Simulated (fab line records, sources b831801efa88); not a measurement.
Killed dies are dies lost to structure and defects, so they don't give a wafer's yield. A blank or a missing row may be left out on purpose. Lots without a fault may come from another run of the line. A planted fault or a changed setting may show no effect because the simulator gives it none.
A struck lot beside a sound one | flow gf180mcu | 19 steps out of a route of 602
Sound: wafers L298.1, L298.4, L298.5. Struck: wafers L294.3, L294.5, L294.6. The cause comes at the end.
At each step with rows: each side's tool, then ch and its chambers, then its first start. Under that, the readings that differ: sound wafers | struck wafers | difference of the means | sigmas: that difference in standard deviations of wafers without a fault.
alike: readings whose means differ by less than 2 such deviations, and words and numbers that are the same on both sides. not compared: withheld readings, readings that some wafer has no value for, bounds like >300 that may hide the same value, and numbers for which the record gives no deviation and whose values overlap.
The two part at a step that has a row with sigmas, a row that says differs or no value, or rows on one side only. Numbers that don't overlap but have no deviation are shown without sigmas and don't part them. A reading that every wafer of one side lacks parts them only if that side has two wafers or more.

first, 1 step without rows for these wafers: GF_STI_CVD_23 (deposits SiO2, target thk 650 nm, time 108.3 s).
GF_STI_THK_MEAS_24:
  sound on film_metro-03, day 6 15:19; struck on film_metro-02, day 5 16:14
  alike: STI_CVD_23_THK
GF_STI_CMP_25: polishes, stops on Si3N4, t overpolish 33 s, target thk 524.6 nm.
  sound on cmp-01 ch 0,2,3, day 6 15:28; struck on cmp-02 ch 2,3, day 5 16:20
  reading                | sound       | struck      | difference | sigmas
  time_to_endpoint_s (s) | 114 115 126 | 126 130 129 | +10        | +2
  alike: motor_current_A, overpolish_run_s, platen_rpm, slurry_flow_ml_min
then, 4 steps without rows for these wafers: GF_STI_WET_ETCH_26 (etches SiO2 in dHF, target depth 94 nm, time 188 s); GF_STI_WET_ETCH_27 (etches Si3N4 in H3PO4, target depth 160 nm, time 1825 s); GF_STI_WET_ETCH_28 (etches SiO2 in dHF, target depth 20 nm, time 40 s); GF_STI_OXIDATION_29 (stabilise 600 s, purge 300 s, target thk 10 nm).
GF_STI_THK_MEAS_30:
  sound on film_metro-02, day 6 18:01; struck on film_metro-03, day 6 00:07
  reading                   | sound             | struck         | difference | sigmas
  STI_OXIDATION_02_THK (nm) | 10.28 10.12 10.23 | 9.87 9.86 9.98 | -0.31      | -2
then, 4 steps without rows for these wafers: GF_DNWELL_DEHYDRATE_00 (time 60 s); GF_DNWELL_HMDS_01 (prime time 60 s); GF_DNWELL_COAT_02 (resist thk 3000 nm); GF_DNWELL_SOFTBAKE_03.
GF_DNWELL_EXPOSE_04: exposes mask DNWELL, target cd 1700 nm.
  sound on iline_stepper-01 ch 0, day 7 01:19; struck on iline_stepper-02, day 6 06:00
  no value came back on the struck wafers for exposure_dose_mJ_cm2, focus_offset_nm (nm), na; on the sound wafers exposure_dose_mJ_cm2 reads 259.42 259.57 259.94
  alike: mask
then, 3 steps without rows for these wafers: GF_DNWELL_PEB_05; GF_DNWELL_DEVELOP_06 (develop time 60 s); GF_DNWELL_IMPLANT_07.
GF_DNWELL_STRIP_08: strips in O2/N2.
  sound on plasma_asher-01 ch 0,1, day 7 09:31; struck on plasma_asher-02 ch 0,1, day 6 12:03
  alike: drypump_motor_current_A, heater_power_w, oes_product_au, platen_temp_c, strip_time_to_endpoint_s
  not compared: rf_hours_counter_h
GF_DNWELL_TW_MEAS_09:
  sound on film_metro-01, day 7 09:37; struck on film_metro-02, day 6 12:08
  reading   | sound          | struck   | difference | sigmas
  DNWELL_TW | 1358 1353 1358 | 31 31 31 | -1325      | -99 or more
then, 1 step without rows for these wafers: GF_NWELL_DEHYDRATE_00 (time 60 s).

WHERE THEY PART
First at GF_STI_CMP_25; last, within this record, at GF_DNWELL_TW_MEAS_09.

WHY: what the simulator had put in
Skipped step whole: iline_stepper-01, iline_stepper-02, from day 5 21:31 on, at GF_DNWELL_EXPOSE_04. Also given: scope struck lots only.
